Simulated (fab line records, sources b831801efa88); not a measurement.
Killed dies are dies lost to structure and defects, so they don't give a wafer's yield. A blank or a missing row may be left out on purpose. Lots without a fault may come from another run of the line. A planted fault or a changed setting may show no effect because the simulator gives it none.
fab line records | flow sky130 | part 2 of 2: steps 33 to 44 of 44
record lots=5 wafers=15 last_day=50
route steps=708 shown SONOS_TUNNEL@157 SONOS_ONO@168 GATE_OXIDE@187
lots that met no fault: from a run of the same line without faults
start_h: hours from the record's first day to the start of the lot's first wafer shown | wait_h: hours since the lot's step before | " the same as in the row above | L1.1+2: a row that stands for several wafers | - no value, or no start given | * or withheld: withheld | < > ~ a bound
route shown NAME@n: a module of which the file shows steps, and the number in the route of the first | usual: mean/standard deviation of fault-free wafers | same: alike in all rows | chamber/n: place in a boat | sites: the reading at each site | _std_site: their standard deviation | _edge_site: outer sites' mean less inner sites' | radius_mm: how far each site lies from the wafer's centre | mask NAME#n: copy n | behind: the tool/chamber that last shaped the wafer | hold: why the lot was held/for how many hours/how that ended | device: the transistor (n, p or np) that didn't switch | end of line: the same wafers' tests at the end of the route | a step without rows: its recipe alone | killed: dies lost to structure and defects at the first sort, not the wafer's yield | map: a wafer's dies, x killed, . not, _ none there
set.NAME: the setting as run; set.NAME@STEP: as run at that earlier step | model.NAME: the simulator's own value behind a step, which no gauge read
lots at some steps of the route; a table a step, a row a wafer
services: from which hour (start_h, from the record's first day; less than 0 if before it) a tool's chamber was out of use, for how many hours, and why
## steps
# step SKY_GATE_OXIDE_THK_MEAS_02
# recipe reads=SiO2_of_GATE_OXIDE_OXIDATION_01
# usual GATE_OXIDE_OXIDATION_00_THK=10.25/0.2
# columns lot.wafer tool chamber start_h wait_h GATE_OXIDE_OXIDATION_00_THK[nm]
L078.2 film_metro-01 - 325.11 0.0 10.17
L078.3 " - " " 10.41
L078.6 " - " " 10.27
L084.1 film_metro-01 - 379.29 0.0 10.07
L084.2 " - " " 10.05
L084.6 " - " " 10.19
L086.1 film_metro-02 - 390.30 0.0 10.09
L086.2 " - " " 10.21
L086.4 " - " " 10.38
L091.2 film_metro-01 - 430.20 0.0 10.14
L091.3 " - " " 10.07
L091.4 " - " " 10.21
L093.1 film_metro-01 - 445.34 0.0 10.07
L093.4 " - " " 10.09
L093.5 " - " " 10.13
# step SKY_GATE_OXIDE_DEHYDRATE_03
# recipe temp_c=200 time_s=60
# columns lot.wafer tool chamber start_h wait_h
L078.2+3+6 litho_track-01 0 337.69 12.6
L084.1+2+6 litho_track-03 0 393.04 13.7
L086.1+2+4 litho_track-03 0 405.04 14.7
L091.2+3+4 litho_track-03 0 445.17 15.0
L093.1+4+5 litho_track-01 0 460.41 15.1
# step SKY_GATE_OXIDE_HMDS_04
# recipe prime_time_s=60 prime_temp_c=120
# columns lot.wafer tool chamber start_h wait_h
L078.2+3+6 litho_track-01 0 337.84 0.1
L084.1+2+6 litho_track-03 0 393.19 0.1
L086.1+2+4 litho_track-03 0 405.19 0.1
L091.2+3+4 litho_track-03 0 445.32 0.1
L093.1+4+5 litho_track-01 0 460.56 0.1
# step SKY_GATE_OXIDE_COAT_05
# recipe resist=NOVOLAK spin_rpm=3000 resist_thk_nm=1140
# columns lot.wafer tool chamber start_h wait_h
L078.2+3+6 litho_track-01 0 337.99 0.1
L084.1+2+6 litho_track-03 0 393.34 0.1
L086.1+2+4 litho_track-03 0 405.34 0.1
L091.2+3+4 litho_track-03 0 445.47 0.1
L093.1+4+5 litho_track-01 0 460.71 0.1
# step SKY_GATE_OXIDE_SOFTBAKE_06
# recipe temp_c=90 time_s=60 resist=NOVOLAK
# columns lot.wafer tool chamber start_h wait_h
L078.2+3+6 litho_track-01 0 338.14 0.1
L084.1+2+6 litho_track-03 0 393.49 0.1
L086.1+2+4 litho_track-03 0 405.49 0.1
L091.2+3+4 litho_track-03 0 445.62 0.1
L093.1+4+5 litho_track-01 0 460.86 0.1
# step SKY_GATE_OXIDE_EXPOSE_07
# recipe mask_id=LVOM na=0.6 source_shape=conventional sigma_outer=0.6 polarization=unpolarized target_cd_nm=600 dose_mj=170
# usual reticle_temp_C=23.01/0.11
# columns lot.wafer tool chamber start_h wait_h mask reticle_temp_C
L078.2 iline_stepper-02 0 - - LVOM#0 23.05
L078.3 " 0 " " LVOM#0 22.91
L078.6 " 0 " " LVOM#0 23.04
L084.1 iline_stepper-01 0 - - LVOM#0 23.10
L084.2 " 0 " " LVOM#0 22.94
L084.6 " 0 " " LVOM#0 23.01
L086.1 iline_stepper-01 0 - - LVOM#0 23.03
L086.2 " 0 " " LVOM#0 23.08
L086.4 " 0 " " LVOM#0 22.91
L091.2 iline_stepper-02 0 - - LVOM#0 22.98
L091.3 " 0 " " LVOM#0 23.02
L091.4 " 0 " " LVOM#0 23.00
L093.1 iline_stepper-01 0 - - LVOM#0 22.94
L093.4 " 0 " " LVOM#0 22.85
L093.5 " 0 " " LVOM#0 22.86
# step SKY_GATE_OXIDE_PEB_08
# recipe temp_c=withheld time_s=* resist=NOVOLAK
# columns lot.wafer tool chamber start_h wait_h
L078.2+3+6 litho_track-04 0 - -
L084.1+2+6 litho_track-04 0 - -
L086.1+2+4 litho_track-03 0 - -
L091.2+3+4 litho_track-03 0 - -
L093.1+4+5 litho_track-01 0 - -
# step SKY_GATE_OXIDE_DEVELOP_09
# recipe resist=NOVOLAK developer=TMAH develop_time_s=60 dev_temp_c=23
# columns lot.wafer tool chamber start_h wait_h
L078.2+3+6 litho_track-04 0 351.29 0.1
L084.1+2+6 litho_track-04 0 408.87 0.1
L086.1+2+4 litho_track-03 0 420.14 0.1
L091.2+3+4 litho_track-03 0 460.97 0.1
L093.1+4+5 litho_track-01 0 476.71 0.1
# step SKY_GATE_OXIDE_OVL_MEAS_10
# usual GATE_OXIDE_OVL=0.6/1.4
# columns lot.wafer tool chamber start_h wait_h GATE_OXIDE_OVL[nm]
L078.2 overlay-01 - 351.42 0.1 2.3
L078.3 " - " " 1.3
L078.6 " - " " 0.3
L084.1 overlay-01 - 409.02 0.1 -1.3
L084.2 " - " " 0.0
L084.6 " - " " 3.6
L086.1 overlay-01 - 420.29 0.1 0.4
L086.2 " - " " 1.1
L086.4 " - " " -0.8
L091.2 overlay-02 - 461.10 0.1 0.8
L091.3 " - " " 1.0
L091.4 " - " " 0.5
L093.1 overlay-01 - 476.86 0.1 -0.3
L093.4 " - " " -0.1
L093.5 " - " " 0.8
# step SKY_GATE_OXIDE_IMPLANT_11
# recipe species=B energy_kev=10 dose_cm2=2.6e+12 tilt_deg=withheld
# usual dose_ions_cm2=2.6e+12/3.6e+09
# columns lot.wafer tool chamber start_h wait_h dose_ions_cm2
L078.2 implanter-03 0 351.48 0.0 2.601e+12
L078.3 " 0 " " 2.594e+12
L078.6 " 0 " " 2.598e+12
L084.1 implanter-03 0 409.05 0.0 2.6e+12
L084.2 " 0 " " 2.602e+12
L084.6 " 0 " " 2.598e+12
L086.1 implanter-03 0 420.33 0.0 2.598e+12
L086.2 " 0 " " 2.601e+12
L086.4 " 0 " " 2.601e+12
L091.2 implanter-03 0 461.15 0.0 2.593e+12
L091.3 " 0 " " 2.597e+12
L091.4 " 0 " " 2.596e+12
L093.1 implanter-01 0 476.90 0.0 2.6e+12
L093.4 " 0 " " 2.597e+12
L093.5 " 0 " " 2.596e+12
# step SKY_GATE_OXIDE_WET_ETCH_12
# recipe chemistry=dHF target_depth_nm=16.8 dry=n2_spin target=SiO2 dilution=100:1 temp_c=25 time_s=336
# columns lot.wafer tool chamber start_h wait_h
L078.2+3+6 wet_bench-03 3 351.60 0.1
L084.1+2+6 wet_bench-04 2 409.20 0.1
L086.1+2+4 wet_bench-04 3 420.48 0.1
L091.2+3+4 wet_bench-04 0 461.28 0.1
L093.1+4+5 wet_bench-04 2 477.05 0.1
# step SKY_GATE_OXIDE_STRIP_13
# recipe chemistry=O2/N2 power_w=1400 pressure_mtorr=1500 platen_temp_c=withheld o2_flow_sccm=3000 n2_flow_sccm=300 overash_fraction=0.5
# usual chamber_pressure_mTorr=1500.0/1.3 drypump_motor_current_A=5.7/0.4 oes_product_au=0.714/0.0048 strip_time_to_endpoint_s=14.17/0.051
# columns lot.wafer tool chamber start_h wait_h chamber_pressure_mTorr drypump_motor_current_A oes_product_au rf_hours_counter_h strip_time_to_endpoint_s
L078.2 plasma_asher-03 0 351.72 0.0 1498.8 5.4 0.715 66 14.14
L078.3 " 1 " " 1501.6 5.2 0.714 - 14.13
L078.6 " 1 " " 1498.4 5.2 0.717 - 14.16
L084.1 plasma_asher-02 0 409.32 0.0 1497.9 5.9 0.718 28 14.28
L084.2 " 1 " " 1499.9 6.1 0.718 28 14.26
L084.6 " 0 " " 1500.0 5.9 0.713 - 14.29
L086.1 plasma_asher-02 0 420.60 0.0 1498.0 5.9 0.714 30 14.13
L086.2 " 1 " " 1500.2 6.1 0.709 30 14.15
L086.4 " 1 " " 1500.2 6.1 0.717 - 14.15
L091.2 plasma_asher-02 0 461.38 0.0 1501.0 6.0 0.706 34 14.21
L091.3 " 1 " " 1502.0 6.2 0.717 - 14.19
L091.4 " 0 " " 1500.0 5.9 0.719 - 14.17
L093.1 plasma_asher-04 0 477.25 0.0 1499.8 5.2 0.706 63 14.21
L093.4 " 0 " " 1498.5 5.3 0.714 - 14.22
L093.5 " 0 " " 1499.2 5.3 0.713 - 14.22
## services
# columns tool chamber start_h hours kind
furnace-01 - 255.19 7.2 pm
lpcvd-02 - 255.98 6.1 pm
furnace-01 - 283.01 12.6 repair
rie_diel-01 1 305.42 3.2 repair
furnace-02 - 308.94 3.2 pm
wet_bench-02 - 312.33 1.5 repair
iline_stepper-02 - 326.94 1.6 repair
wet_bench-03 - 330.74 4.0 repair
rie_diel-03 1 336.18 8.1 repair
rie_diel-03 2 337.05 1.8 repair
implanter-03 - 350.36 1.0 repair
implanter-03 - 361.05 4.9 pm
implanter-03 - 365.99 2.6 pm
plasma_asher-01 - 381.87 4.3 pm
iline_stepper-02 - 384.66 1.7 pm
plasma_asher-01 - 395.95 2.1 repair
implanter-01 - 415.69 5.0 pm
furnace-01 - 416.94 3.3 pm
rie_diel-01 3 421.48 6.1 repair
iline_stepper-01 - 431.06 1.7 pm
lpcvd-02 - 433.60 0.7 repair
plasma_asher-02 - 472.30 14.6 pm
furnace-02 - 473.00 3.6 pm
furnace-02 - 476.62 3.4 pm
